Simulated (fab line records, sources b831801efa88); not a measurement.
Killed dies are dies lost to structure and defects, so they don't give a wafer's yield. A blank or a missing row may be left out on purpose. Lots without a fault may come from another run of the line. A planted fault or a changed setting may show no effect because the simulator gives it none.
fab line records | flow sky130
record lots=5 wafers=23
route steps=708 shown VT_ADJUST_PCH@152 SONOS_TUNNEL@157 SONOS_ONO@168 GATE_OXIDE@192 POLY_GATE@204 RES_PROTECT@214 LDD_P@257
start_h: hours from the record's first day to the start of the lot's first wafer shown | wait_h: hours since the lot's step before | " the same as in the row above | L1.1+2: a row that stands for several wafers | - no value, or no start given | * or withheld: withheld | < > ~ a bound
route shown NAME@n: a module of which the file shows steps, and the number in the route of the first | usual: mean/standard deviation of fault-free wafers | same: alike in all rows | chamber/n: place in a boat | sites: the reading at each site | _std_site: their standard deviation | _edge_site: outer sites' mean less inner sites' | radius_mm: how far each site lies from the wafer's centre | mask NAME#n: copy n | behind: the tool/chamber that last shaped the wafer | hold: why the lot was held/for how many hours/how that ended | device: the transistor (n, p or np) that didn't switch | end of line: the same wafers' tests at the end of the route | a step without rows: its recipe alone | killed: dies lost to structure and defects at the first sort, not the wafer's yield | map: a wafer's dies, x killed, . not, _ none there
set.NAME: the setting as run; set.NAME@STEP: as run at that earlier step | model.NAME: the simulator's own value behind a step, which no gauge read
lots whose settings were changed on purpose; a table a step, a row a wafer
## steps
# step SKY_VT_ADJUST_PCH_STRIP_09
# recipe chemistry=O2/N2 power_w=1400 pressure_mtorr=1500 platen_temp_c=withheld o2_flow_sccm=3000 n2_flow_sccm=300 overash_fraction=0.5
# usual oes_product_au=0.723/0.0046 strip_time_to_endpoint_s=36.84/0.1
# columns lot.wafer tool chamber start_h wait_h set.power_w set.resist_thk_nm@VT_ADJUST_PCH_COAT_02 oes_product_au strip_time_to_endpoint_s
L074.1 plasma_asher-03 1 228.31 0.1 1400 3000 0.722 36.84
L074.2 " 0 " " 1400 3000 0.727 36.80
L074.4 " 0 " " 1400 3000 0.719 36.84
L074.5 " 0 " " 1400 3000 0.730 36.90
L074.6 " 1 " " 1400 3000 0.720 36.81
L078.1 plasma_asher-01 1 257.12 0.1 1400 3000 0.726 36.80
L078.2 " 0 " " 1554 3000 0.762 33.70
L078.3 " 1 " " 1400 2946 0.723 36.16
L078.5 " 1 " " 1554 2946 0.773 33.28
L078.6 " 0 " " 1554 3000 0.765 33.86
L079.1 plasma_asher-03 0 264.26 0.1 1400 3000 0.727 36.84
L079.4 " 1 " " 1400 3000 0.720 36.80
L079.5 " 1 " " 1400 3000 0.719 36.82
L080.1 plasma_asher-04 1 274.86 0.1 1400 2886 0.723 35.56
L080.2 " 0 " " 1288 3000 0.694 39.47
L080.4 " 1 " " 1400 3000 0.730 36.87
L080.5 " 1 " " 1288 3000 0.685 39.31
L080.6 " 0 " " 1400 2886 0.727 35.49
L082.2 plasma_asher-03 1 292.91 0.1 1537 3054 0.762 34.67
L082.3 " 1 " " 1537 3000 0.757 33.99
L082.4 " 0 " " 1400 3000 0.720 36.74
L082.5 " 1 " " 1537 3054 0.747 34.60
L082.6 " 0 " " 1400 3000 0.726 36.62
# step SKY_SONOS_TUNNEL_SOFTBAKE_03
# recipe temp_c=90 time_s=60 resist=NOVOLAK
# columns lot.wafer tool chamber start_h wait_h set.temp_c model.NOVOLAK_of_SONOS_TUNNEL_COAT_02.thk_nm
L074.1+5 litho_track-01 0 239.32 0.1 90 1140
L074.2 " 0 " " 90 1139
L074.4 " 0 " " 90 1136
L074.6 " 0 " " 90 1137
L078.1 litho_track-02 0 268.65 0.1 90 1136
L078.2 " 0 " " 93.02 1125
L078.3 " 0 " " 93.02 1126
L078.5 " 0 " " 90 1137
L078.6 " 0 " " 90 1140
L079.1 litho_track-01 0 275.92 0.1 90 1138
L079.4 " 0 " " 90 1140
L079.5 " 0 " " 90 1134
L080.1 litho_track-04 0 286.94 0.1 92.75 1130
L080.2 " 0 " " 90 1139
L080.4 " 0 " " 92.75 1131
L080.5 " 0 " " 92.75 1133
L080.6 " 0 " " 90 1136
L082.2 litho_track-01 0 305.50 0.1 90 1135
L082.3 " 0 " " 90 1137
L082.4 " 0 " " 90 1138
L082.5 " 0 " " 90 1136
L082.6 " 0 " " 90 1140
# step SKY_SONOS_ONO_OXIDATION_00
# recipe temp_c=800 ambient=O2 idle_temp_c=700 ramp_up_c_per_min=10 ramp_down_c_per_min=3 stabilise_s=600 purge_s=300 target_thk_a=26 ox_time_s=1249
# columns lot.wafer tool chamber start_h wait_h set.ox_time_s model.SiO2_of_SONOS_ONO_OXIDATION_00.thk_nm
L074.1 - - - 2.2 1168 2.522
L074.2 " - " " 1168 2.504
L074.4 " - " " 1168 2.47
L074.5 " - " " 1168 2.54
L074.6 " - " " 1168 2.516
L078.1 - - - 0.0 1340 2.705
L078.2 " - " " 1340 2.741
L078.3 " - " " 1340 2.758
L078.5 " - " " 1340 2.74
L078.6 " - " " 1340 2.767
L079.1 furnace-02 0 290.86 2.2 1249 2.693
L079.4 " 0 " " 1249 2.634
L079.5 " 0 " " 1249 2.672
L080.1 - - - 1.0 1249 2.583
L080.2 " - " " 1249 2.641
L080.4 " - " " 1249 2.616
L080.5 " - " " 1249 2.591
L080.6 " - " " 1249 2.614
L082.2 - - - 0.3 1374 2.724
L082.3 " - " " 1374 2.761
L082.4 " - " " 1374 2.762
L082.5 " - " " 1374 2.763
L082.6 " - " " 1374 2.701
# step SKY_SONOS_ONO_COAT_08
# recipe resist=NOVOLAK spin_rpm=3000 resist_thk_nm=1140
# columns lot.wafer tool chamber start_h wait_h set.resist_thk_nm model.NOVOLAK_of_SONOS_ONO_COAT_08.thk_nm
L074.1 litho_track-03 0 269.07 0.1 1140 1136
L074.2 " 0 " " 1140 1137
L074.4 " 0 " " 1140 1132
L074.5 " 0 " " 1140 1138
L074.6 " 0 " " 1140 1140
L078.1+2 litho_track-02 0 300.00 0.1 1190 1192
L078.3+6 " 0 " " 1140 1139
L078.5 " 0 " " 1140 1140
L079.1+5 litho_track-03 0 307.07 0.1 1140 1141
L079.4 " 0 " " 1140 1138
L080.1 litho_track-04 0 320.34 0.1 1078 1080
L080.2 " 0 " " 1078 1081
L080.4 " 0 " " 1140 1146
L080.5 " 0 " " 1140 1141
L080.6 " 0 " " 1140 1144
L082.2+4 litho_track-04 0 336.21 0.1 1179 1180
L082.3 " 0 " " 1140 1138
L082.5 " 0 " " 1179 1177
L082.6 " 0 " " 1140 1139
# step SKY_SONOS_ONO_DEVELOP_12
# recipe develop_time_s=60 dev_temp_c=23
# columns lot.wafer tool chamber start_h wait_h set.dev_temp_c
L074.1+4 litho_track-02 0 281.35 0.1 25.17
L074.2+5+6 " 0 " " 23
L078.1+6 litho_track-03 0 312.37 0.1 23
L078.2+3+5 " 0 " " 19.54
L079.1+4+5 litho_track-02 0 321.05 0.1 23
L080.1+2+4+5+6 litho_track-03 0 334.07 0.1 23
L082.2+3+4+5+6 litho_track-02 0 349.78 0.1 23
# step SKY_SONOS_ONO_ETCH_15
# recipe target_depth_nm=19.52 chemistry=CHF3/O2 source_w=600 bias_w=200 pressure_mtorr=40 chf3_flow_sccm=50 O2_flow_sccm=5 time_s=7.8
# step SKY_SONOS_ONO_WET_ETCH_16
# recipe chemistry=dHF target_depth_nm=14 dry=n2_spin target=SiO2 dilution=100:1 temp_c=25 time_s=280
# step SKY_SONOS_ONO_STRIP_17
# recipe chemistry=O2/N2 power_w=1400 pressure_mtorr=1500 platen_temp_c=withheld o2_flow_sccm=3000 n2_flow_sccm=300 overash_fraction=0.5
# usual strip_time_to_endpoint_s=14.10/0.038
# columns lot.wafer tool chamber start_h wait_h set.resist_thk_nm@SONOS_ONO_COAT_08 strip_time_to_endpoint_s
L074.1 plasma_asher-04 1 281.77 0.0 1140 14.05
L074.2 " 0 " " 1140 14.07
L074.4 " 0 " " 1140 14.00
L074.5 " 0 " " 1140 14.08
L074.6 " 1 " " 1140 14.08
L078.1 plasma_asher-04 1 312.78 0.0 1190 14.68
L078.2 " 0 " " 1190 14.70
L078.3 " 1 " " 1140 14.08
L078.5 " 0 " " 1140 14.10
L078.6 " 1 " " 1140 14.08
L079.1 plasma_asher-03 1 321.47 0.0 1140 14.11
L079.4 " 1 " " 1140 14.08
L079.5 " 1 " " 1140 14.12
L080.1 plasma_asher-02 0 334.48 0.0 1078 13.37
L080.2 " 1 " " 1078 13.39
L080.4 " 0 " " 1140 14.17
L080.5 " 1 " " 1140 14.11
L080.6 " 0 " " 1140 14.14
L082.2 plasma_asher-03 0 350.16 0.0 1179 14.52
L082.3 " 0 " " 1140 14.07
L082.4 " 1 " " 1179 14.54
L082.5 " 0 " " 1179 14.50
L082.6 " 1 " " 1140 14.06
# step SKY_GATE_OXIDE_COAT_05
# recipe resist=NOVOLAK spin_rpm=3000 resist_thk_nm=1140
# columns lot.wafer tool chamber start_h wait_h set.spin_rpm model.NOVOLAK_of_GATE_OXIDE_COAT_05.thk_nm
L074.1+6 litho_track-01 0 295.62 0.1 3000 1137
L074.2 " 0 " " 3000 1144
L074.4 " 0 " " 3000 1140
L074.5 " 0 " " 3000 1139
L078.1+3+5 litho_track-01 0 326.77 0.1 3000 1136
L078.2+6 " 0 " " 3151 1109
L079.1 litho_track-03 0 336.37 0.1 3000 1145
L079.4 " 0 " " 3000 1138
L079.5 " 0 " " 3000 1141
L080.1 litho_track-03 0 350.87 0.1 3000 1135
L080.2 " 0 " " 3135 1115
L080.4 " 0 " " 3135 1113
L080.5 " 0 " " 3000 1136
L080.6 " 0 " " 3135 1112
L082.2 litho_track-03 0 366.80 0.1 3000 1146
L082.3 " 0 " " 3000 1147
L082.4 " 0 " " 3000 1143
L082.5+6 " 0 " " 3066 1131
# step SKY_GATE_OXIDE_EXPOSE_07
# recipe mask_id=LVOM na=0.6 source_shape=conventional sigma_outer=0.6 polarization=unpolarized target_cd_nm=600 dose_mj=170
# columns lot.wafer tool chamber start_h wait_h mask set.dose_mj
L074.1+5 iline_stepper-02 0 - - LVOM#0 170
L074.2+4+6 " 0 " " LVOM#0 182.1
L078.1+2+3 iline_stepper-02 0 - - LVOM#0 160.1
L078.5+6 " 0 " " LVOM#0 170
L079.1+4+5 iline_stepper-01 0 - - LVOM#0 170
L080.1+4 iline_stepper-01 0 - - LVOM#0 170
L080.2+5+6 " 0 " " LVOM#0 182
L082.2+4+6 iline_stepper-01 0 - - LVOM#0 170
L082.3+5 " 0 " " LVOM#0 161.8
# step SKY_GATE_OXIDE_PEB_08
# recipe temp_c=withheld time_s=* resist=NOVOLAK
# step SKY_GATE_OXIDE_DEVELOP_09
# recipe resist=NOVOLAK developer=TMAH develop_time_s=60 dev_temp_c=23
# step SKY_GATE_OXIDE_IMPLANT_11
# recipe species=B energy_kev=10 dose_cm2=2.6e+12 tilt_deg=withheld
# step SKY_GATE_OXIDE_WET_ETCH_12
# recipe chemistry=dHF target_depth_nm=16.8 dry=n2_spin target=SiO2 dilution=100:1 temp_c=25 time_s=336
# step SKY_GATE_OXIDE_STRIP_13
# recipe chemistry=O2/N2 power_w=1400 pressure_mtorr=1500 platen_temp_c=withheld o2_flow_sccm=3000 n2_flow_sccm=300 overash_fraction=0.5
# usual strip_time_to_endpoint_s=14.19/0.043
# columns lot.wafer tool chamber start_h wait_h set.spin_rpm@GATE_OXIDE_COAT_05 strip_time_to_endpoint_s
L074.1 plasma_asher-01 1 308.26 0.0 3000 14.16
L074.2 " 0 " " 3000 14.24
L074.4 " 1 " " 3000 14.21
L074.5 " 0 " " 3000 14.18
L074.6 " 1 " " 3000 14.16
L078.1 plasma_asher-02 0 340.56 0.0 3000 14.16
L078.2 " 1 " " 3151 13.84
L078.3 " 1 " " 3000 14.16
L078.5 " 1 " " 3000 14.16
L078.6 " 0 " " 3151 13.84
L079.1 plasma_asher-02 1 350.51 0.0 3000 14.26
L079.4 " 0 " " 3000 14.18
L079.5 " 0 " " 3000 14.22
L080.1 plasma_asher-01 0 364.86 0.0 3000 14.13
L080.2 " 1 " " 3135 13.92
L080.4 " 0 " " 3135 13.87
L080.5 " 0 " " 3000 14.17
L080.6 " 1 " " 3135 13.87
L082.2 plasma_asher-02 1 382.00 0.0 3000 14.28
L082.3 " 1 " " 3000 14.29
L082.4 " 0 " " 3000 14.25
L082.5 " 0 " " 3066 14.08
L082.6 " 1 " " 3066 14.11
# step SKY_POLY_GATE_CVD_00
# recipe material=poly-Si target_thk_nm=180 temp_c=620 time_s=720 pressure_mtorr=200
# columns lot.wafer tool chamber start_h wait_h set.pressure_mtorr model.poly-Si_of_POLY_GATE_CVD_00.thk_nm
L074.1 - - - 0.0 219 186.8
L074.2 " - " " 219 187.5
L074.4 " - " " 219 187.4
L074.5 " - " " 219 188.9
L074.6 " - " " 219 188.5
L078.1+5 - - - 0.0 176.5 166.7
L078.2 " - " " 176.5 168
L078.3 " - " " 176.5 166.2
L078.6 " - " " 176.5 165.2
L079.1 lpcvd-01 1 354.18 0.0 200 177.6
L079.4 " 1 " " 200 177.9
L079.5 " 1 " " 200 177.7
L080.1+6 - - - 0.0 190.5 175.6
L080.2 " - " " 190.5 174.6
L080.4 " - " " 190.5 176
L080.5 " - " " 190.5 173.6
L082.2 - - - 0.0 221.9 186.6
L082.3 " - " " 221.9 187.8
L082.4 " - " " 221.9 187.1
L082.5 " - " " 221.9 187.4
L082.6 " - " " 221.9 187.9
# step SKY_POLY_GATE_THK_MEAS_01
# recipe reads=poly-Si_of_POLY_GATE_CVD_00
# usual POLY_GATE_CVD_00_THK=178.3/1
# columns lot.wafer tool chamber start_h wait_h set.pressure_mtorr@POLY_GATE_CVD_00 POLY_GATE_CVD_00_THK[nm]
L074.1 film_metro-01 - - - 219 186.9
L074.2 " - " " 219 187.4
L074.4 " - " " 219 187.5
L074.5 " - " " 219 189.0
L074.6 " - " " 219 188.5
L078.1 film_metro-01 - - - 176.5 166.7
L078.2 " - " " 176.5 167.9
L078.3 " - " " 176.5 166.2
L078.5 " - " " 176.5 166.7
L078.6 " - " " 176.5 165.4
L079.1 film_metro-03 - 355.38 0.0 200 177.5
L079.4 " - " " 200 177.8
L079.5 " - " " 200 177.6
L080.1 film_metro-01 - - - 190.5 175.8
L080.2 " - " " 190.5 174.6
L080.4 " - " " 190.5 176.0
L080.5 " - " " 190.5 173.3
L080.6 " - " " 190.5 175.6
L082.2 film_metro-03 - - - 221.9 186.8
L082.3 " - " " 221.9 187.9
L082.4 " - " " 221.9 187.0
L082.5 " - " " 221.9 187.4
L082.6 " - " " 221.9 188.0
# step SKY_POLY_GATE_IMPLANT_02
# recipe species=P energy_kev=30 dose_cm2=7.7e+15 tilt_deg=0
# columns lot.wafer tool chamber start_h wait_h set.dose_cm2
L074.1+2+4+5+6 implanter-02 0 338.97 0.1 7.7e+15
L078.1+5 implanter-04 0 373.42 0.1 7.411e+15
L078.2+3+6 " 0 " " 7.7e+15
L079.1+4+5 implanter-02 0 383.37 0.1 7.7e+15
L080.1+2+5 implanter-04 0 397.04 0.1 7.995e+15
L080.4+6 " 0 " " 7.7e+15
L082.2+3+4+5+6 implanter-04 0 415.61 0.1 7.7e+15
# step SKY_RES_PROTECT_STRIP_07
# recipe chemistry=O2/N2 power_w=1400 pressure_mtorr=1500 platen_temp_c=withheld o2_flow_sccm=3000 n2_flow_sccm=300 overash_fraction=0.5
# usual strip_time_to_endpoint_s=23.26/0.037
# columns lot.wafer tool chamber start_h wait_h set.dose_cm2@POLY_GATE_IMPLANT_02 strip_time_to_endpoint_s
L074.1 plasma_asher-01 0 339.12 0.1 7.7e+15 23.32
L074.2 " 1 " " 7.7e+15 23.29
L074.4 " 0 " " 7.7e+15 23.32
L074.5 " 0 " " 7.7e+15 23.33
L074.6 " 1 " " 7.7e+15 23.32
L078.1 plasma_asher-03 0 373.57 0.1 7.411e+15 23.03
L078.2 " 1 " " 7.7e+15 23.21
L078.3 " 0 " " 7.7e+15 23.21
L078.5 " 0 " " 7.411e+15 23.08
L078.6 " 1 " " 7.7e+15 23.24
L079.1 plasma_asher-02 1 383.52 0.1 7.7e+15 23.27
L079.4 " 1 " " 7.7e+15 23.28
L079.5 " 1 " " 7.7e+15 23.22
L080.1 plasma_asher-01 0 397.19 0.1 7.995e+15 23.39
L080.2 " 1 " " 7.995e+15 23.39
L080.4 " 0 " " 7.7e+15 23.22
L080.5 " 1 " " 7.995e+15 23.40
L080.6 " 0 " " 7.7e+15 23.24
L082.2 plasma_asher-01 1 415.74 0.1 7.7e+15 23.27
L082.3 " 0 " " 7.7e+15 23.28
L082.4 " 1 " " 7.7e+15 23.28
L082.5 " 0 " " 7.7e+15 23.23
L082.6 " 1 " " 7.7e+15 23.26
# step SKY_POLY_GATE_COAT_08
# recipe resist=KrF-thick spin_rpm=3000 resist_thk_nm=450
# columns lot.wafer tool chamber start_h wait_h set.spin_rpm model.KrF-thick_of_POLY_GATE_COAT_08.thk_nm
L074.1 litho_track-01 0 - - 3000 450.8
L074.2 " 0 " " 3000 450.6
L074.4 " 0 " " 3000 449.7
L074.5 " 0 " " 3000 449.8
L074.6 " 0 " " 3000 449.9
L078.1 litho_track-04 0 - - 3000 449.4
L078.2 " 0 " " 3000 449.7
L078.3 " 0 " " 3123 440.8
L078.5 " 0 " " 3000 449
L078.6 " 0 " " 3123 440.7
L079.1 litho_track-01 0 - - 3000 450.3
L079.4 " 0 " " 3000 450.2
L079.5 " 0 " " 3000 450.9
L080.1 litho_track-02 0 - - 3137 441.6
L080.2+6 " 0 " " 3137 440.1
L080.4+5 " 0 " " 3000 450
L082.2 litho_track-04 0 - - 3000 448.8
L082.3 " 0 " " 3000 448
L082.4 " 0 " " 2923 454.7
L082.5 " 0 " " 2923 456.2
L082.6 " 0 " " 2923 454.2
# step SKY_LDD_P_COAT_02
# recipe resist=NOVOLAK spin_rpm=3000 resist_thk_nm=1140
# columns lot.wafer tool chamber start_h wait_h set.resist_thk_nm model.NOVOLAK_of_LDD_P_COAT_02.thk_nm
L074.1 litho_track-02 0 419.00 0.1 1140 1137
L074.2+4 " 0 " " 1140 1134
L074.5 " 0 " " 1140 1135
L074.6 " 0 " " 1140 1133
L078.1 litho_track-02 0 456.15 0.1 1140 1143
L078.2 " 0 " " 1167 1170
L078.3 " 0 " " 1140 1140
L078.5 " 0 " " 1167 1172
L078.6 " 0 " " 1167 1169
L079.1 litho_track-01 0 468.97 0.1 1140 1138
L079.4 " 0 " " 1140 1135
L079.5 " 0 " " 1140 1136
L080.1 litho_track-02 0 481.95 0.1 1140 1142
L080.2+6 " 0 " " 1140 1138
L080.4 " 0 " " 1140 1141
L080.5 " 0 " " 1140 1139
L082.2 litho_track-02 0 498.13 0.1 1140 1148
L082.3 " 0 " " 1194 1199
L082.4 " 0 " " 1194 1200
L082.5 " 0 " " 1140 1143
L082.6 " 0 " " 1140 1144
# step SKY_LDD_P_IMPLANT_09
# recipe species=BF2 energy_kev=25 dose_cm2=1e+13 tilt_deg=withheld
# columns lot.wafer tool chamber start_h wait_h set.dose_cm2
L074.1+2+4+5+6 implanter-03 0 434.76 0.0 1e+13
L078.1+6 implanter-04 0 471.07 0.0 9.438e+12
L078.2+3+5 " 0 " " 1e+13
L079.1+4+5 implanter-03 0 485.32 0.0 1e+13
L080.1+4+6 implanter-04 0 497.96 0.0 9.405e+12
L080.2+5 " 0 " " 1e+13
L082.2+4+6 implanter-01 0 513.80 0.0 1e+13
L082.3+5 " 0 " " 9.355e+12
# step SKY_LDD_P_STRIP_10
# recipe chemistry=O2/N2 power_w=1400 pressure_mtorr=1500 platen_temp_c=withheld o2_flow_sccm=3000 n2_flow_sccm=300 overash_fraction=0.5
# usual strip_time_to_endpoint_s=14.18/0.041
# columns lot.wafer tool chamber start_h wait_h set.resist_thk_nm@LDD_P_COAT_02 strip_time_to_endpoint_s
L074.1 plasma_asher-02 1 434.91 0.1 1140 14.14
L074.2 " 0 " " 1140 14.11
L074.4 " 0 " " 1140 14.09
L074.5 " 1 " " 1140 14.10
L074.6 " 0 " " 1140 14.09
L078.1 plasma_asher-01 0 471.22 0.1 1140 14.22
L078.2 " 1 " " 1167 14.50
L078.3 " 1 " " 1140 14.16
L078.5 " 0 " " 1167 14.53
L078.6 " 1 " " 1167 14.49
L079.1 plasma_asher-02 1 485.47 0.1 1140 14.15
L079.4 " 1 " " 1140 14.12
L079.5 " 0 " " 1140 14.13
L080.1 plasma_asher-01 1 498.11 0.1 1140 14.21
L080.2 " 0 " " 1140 14.16
L080.4 " 1 " " 1140 14.20
L080.5 " 0 " " 1140 14.17
L080.6 " 1 " " 1140 14.14
L082.2 plasma_asher-04 1 513.92 0.1 1140 14.28
L082.3 " 0 " " 1194 14.82
L082.4 " 1 " " 1194 14.86
L082.5 " 0 " " 1140 14.20
L082.6 " 1 " " 1140 14.23
# step SKY_LDD_P_TW_MEAS_11
# usual LDD_P_TW=631/4.4
# columns lot.wafer tool chamber start_h wait_h set.dose_cm2@LDD_P_IMPLANT_09 LDD_P_TW
L074.1 film_metro-04 - 435.01 0.1 1e+13 619
L074.2 " - " " 1e+13 621
L074.4 " - " " 1e+13 619
L074.5 " - " " 1e+13 621
L074.6 " - " " 1e+13 621
L078.1 film_metro-02 - 471.32 0.1 9.438e+12 621
L078.2 " - " " 1e+13 635
L078.3 " - " " 1e+13 633
L078.5 " - " " 1e+13 635
L078.6 " - " " 9.438e+12 622
L079.1 film_metro-02 - 485.57 0.1 1e+13 631
L079.4 " - " " 1e+13 630
L079.5 " - " " 1e+13 631
L080.1 film_metro-01 - 498.21 0.1 9.405e+12 622
L080.2 " - " " 1e+13 632
L080.4 " - " " 9.405e+12 619
L080.5 " - " " 1e+13 632
L080.6 " - " " 9.405e+12 619
L082.2 film_metro-01 - 514.03 0.1 1e+13 631
L082.3 " - " " 9.355e+12 620
L082.4 " - " " 1e+13 629
L082.5 " - " " 9.355e+12 617
L082.6 " - " " 1e+13 633
## key
split step=SKY_VT_ADJUST_PCH_STRIP_09 setting=power_w stated=1400 by=wafer
response step=SKY_VT_ADJUST_PCH_STRIP_09 reading=oes_product_au change=+0.00384 per=1% r=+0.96
response step=SKY_VT_ADJUST_PCH_STRIP_09 reading=strip_time_to_endpoint_s change=* per=1% r=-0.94
split step=SKY_SONOS_TUNNEL_SOFTBAKE_03 setting=temp_c stated=90 by=wafer
response step=SKY_SONOS_TUNNEL_SOFTBAKE_03 reading=model.NOVOLAK_of_SONOS_TUNNEL_COAT_02.thk_nm change=-2.9 per=1% r=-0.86
split step=SKY_SONOS_ONO_OXIDATION_00 setting=ox_time_s stated=1249 by=lot
response step=SKY_SONOS_ONO_OXIDATION_00 reading=model.SiO2_of_SONOS_ONO_OXIDATION_00.thk_nm change=+0.0145 per=1% r=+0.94
split step=SKY_SONOS_ONO_COAT_08 setting=resist_thk_nm stated=1140 by=wafer
response step=SKY_SONOS_ONO_COAT_08 reading=model.NOVOLAK_of_SONOS_ONO_COAT_08.thk_nm change=+11.8 per=1% r=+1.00
response step=SKY_SONOS_ONO_STRIP_17 reading=strip_time_to_endpoint_s change=* per=1% r=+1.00
split step=SKY_SONOS_ONO_DEVELOP_12 setting=dev_temp_c stated=23 by=wafer
response none clear
split step=SKY_GATE_OXIDE_COAT_05 setting=spin_rpm stated=3000 by=wafer
response step=SKY_GATE_OXIDE_COAT_05 reading=model.NOVOLAK_of_GATE_OXIDE_COAT_05.thk_nm change=-5.31 per=1% r=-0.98
response step=SKY_GATE_OXIDE_STRIP_13 reading=strip_time_to_endpoint_s change=* per=1% r=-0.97
split step=SKY_GATE_OXIDE_EXPOSE_07 setting=dose_mj stated=170 by=wafer
response none clear
split step=SKY_POLY_GATE_CVD_00 setting=pressure_mtorr stated=200 by=lot
response step=SKY_POLY_GATE_CVD_00 reading=model.poly-Si_of_POLY_GATE_CVD_00.thk_nm change=+0.926 per=1% r=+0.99
response step=SKY_POLY_GATE_THK_MEAS_01 reading=POLY_GATE_CVD_00_THK change=+0.927 per=1% r=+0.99
split step=SKY_POLY_GATE_IMPLANT_02 setting=dose_cm2 stated=7.7e+15 by=wafer
response step=SKY_RES_PROTECT_STRIP_07 reading=strip_time_to_endpoint_s change=* per=1% r=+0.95
split step=SKY_POLY_GATE_COAT_08 setting=spin_rpm stated=3000 by=wafer
response step=SKY_POLY_GATE_COAT_08 reading=model.KrF-thick_of_POLY_GATE_COAT_08.thk_nm change=-2.16 per=1% r=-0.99
split step=SKY_LDD_P_COAT_02 setting=resist_thk_nm stated=1140 by=wafer
response step=SKY_LDD_P_COAT_02 reading=model.NOVOLAK_of_LDD_P_COAT_02.thk_nm change=+11.7 per=1% r=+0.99
response step=SKY_LDD_P_STRIP_10 reading=strip_time_to_endpoint_s change=* per=1% r=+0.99
split step=SKY_LDD_P_IMPLANT_09 setting=dose_cm2 stated=1e+13 by=wafer
response step=SKY_LDD_P_TW_MEAS_11 reading=LDD_P_TW change=+2.05 per=1% r=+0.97
split outside_this_file step=SKY_VT_ADJUST_PCH_COAT_02 setting=resist_thk_nm
# split outside_this_file: this setting was split too, and the file shows its column; the key of that split is in another file
